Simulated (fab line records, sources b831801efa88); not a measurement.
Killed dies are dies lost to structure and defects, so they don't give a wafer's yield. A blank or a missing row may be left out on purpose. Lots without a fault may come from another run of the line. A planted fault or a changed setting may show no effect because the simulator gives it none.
One fault seen from 2 desks | flow sky130 | each desk has only its own numbers; what lay behind them comes last

THE TOOL OWNER'S DESK: implanter-03
The tool's own readings at SKY_VT_ADJUST_PCH_IMPLANT_08: means of the sampled wafers that have a number, for each lot that ran on this tool. A lot is out of limits, marked OUT, if its mean lies more than 4 standard deviations from the usual mean; the brackets give that distance.
Columns: A = beam_on_s at SKY_VT_ADJUST_PCH_IMPLANT_08, usual 9.98 s; B = end_station_pressure_torr at SKY_VT_ADJUST_PCH_IMPLANT_08, usual 4.99e-06 Torr; C = faraday_current_uA at SKY_VT_ADJUST_PCH_IMPLANT_08, usual 2.81
lot  | first seen here | A               | B                          | C
L239 | day 10 19:42    | 9.87            | 5.22e-06                   | 2.85
L242 | day 11 15:40    | 14.13 (+21) OUT | 1.16e-04 (+99 or more) OUT | 2.02 (-14) OUT
L243 | day 12 03:04    | 14.41 (+22) OUT | 1.15e-04 (+99 or more) OUT | 1.98 (-15) OUT
L253 | day 15 11:07    | 9.99            | 4.97e-06                   | 2.80
L255 | day 16 01:30    | 10.21           | 5.06e-06                   | 2.75
L254 | day 16 03:17    | 10.01           | 4.84e-06                   | 2.81
L257 | day 16 19:46    | 10.04           | 5.06e-06                   | 2.81
This desk's finding: out of limits on L242, L243; first on L242, day 11 15:40 (beam_on_s at SKY_VT_ADJUST_PCH_IMPLANT_08). In limits: L239, L253, L255, L254, L257.

THE METROLOGY DESK
What the gauges read, lot by lot, whatever tool the lot ran on: means of the sampled wafers that have a number. A lot is out of limits, marked OUT, if its mean lies more than 4 standard deviations from the usual mean; the brackets give that distance.
Columns: A = VT_ADJUST_NCORE_OVL at SKY_VT_ADJUST_NCORE_OVL_MEAS_08, usual 0.3 nm; B = VT_ADJUST_NCORE_TW at SKY_VT_ADJUST_NCORE_TW_MEAS_11, usual 218.7; C = VT_ADJUST_PCH_TW at SKY_VT_ADJUST_PCH_TW_MEAS_10, usual 142.3
lot  | first seen here | A    | B     | C
L239 | day 9 00:19     | 0.2  | 220.4 | 142.0
L242 | day 9 17:52     | 1.9  | 218.2 | 152.0 (+8.8) OUT
L243 | day 10 03:57    | 1.7  | 218.5 | 149.3 (+6.4) OUT
L244 | day 10 06:05    | 1.3  | 219.9 | 141.5
L250 | day 12 13:34    | -1.2 | 216.9 | 141.0
L251 | day 12 22:50    | -0.0 | 216.4 | 142.7
L253 | day 13 06:22    | 0.3  | 219.5 | 140.8
L255 | day 13 19:25    | 0.1  | 216.6 | 143.5
L254 | day 13 20:32    | 0.5  | 219.1 | 143.6
L256 | day 14 05:32    | -1.1 | 215.8 | 144.3
L257 | day 14 11:25    | 1.1  | 222.0 | 143.6
L258 | day 14 14:57    | 1.7  | 217.2 | 142.9
L260 | day 15 09:15    | 0.7  | 216.0 | 143.4
This desk's finding: out of limits on L242, L243; first on L242, day 11 15:53 (VT_ADJUST_PCH_TW at SKY_VT_ADJUST_PCH_TW_MEAS_10). In limits: L239, L244, L250, L251, L253, L255, L254, L256, L257, L258, L260.

PUT TOGETHER
The tool owner's desk could have raised an alarm at day 11 15:40, on L242, L243.
The metrology desk could have raised an alarm at day 11 15:53, on L242, L243.
Of the lots named, all ran SKY_VT_ADJUST_PCH_IMPLANT_08 on implanter-03.

WHAT THE SIMULATOR HAD PUT IN
Process parameter drift: implanter-03, from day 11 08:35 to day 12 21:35, at SKY_VT_ADJUST_PCH_IMPLANT_08. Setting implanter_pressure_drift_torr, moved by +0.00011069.
Process parameter drift: implanter-03, from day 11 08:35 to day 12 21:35, at SKY_VT_ADJUST_PCH_IMPLANT_08. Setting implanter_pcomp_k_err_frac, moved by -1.
Lots struck among those shown: L242, L243.
Hours from the fault's start to each desk's first reading out of limits: the tool owner's desk, 7; the metrology desk, 7.
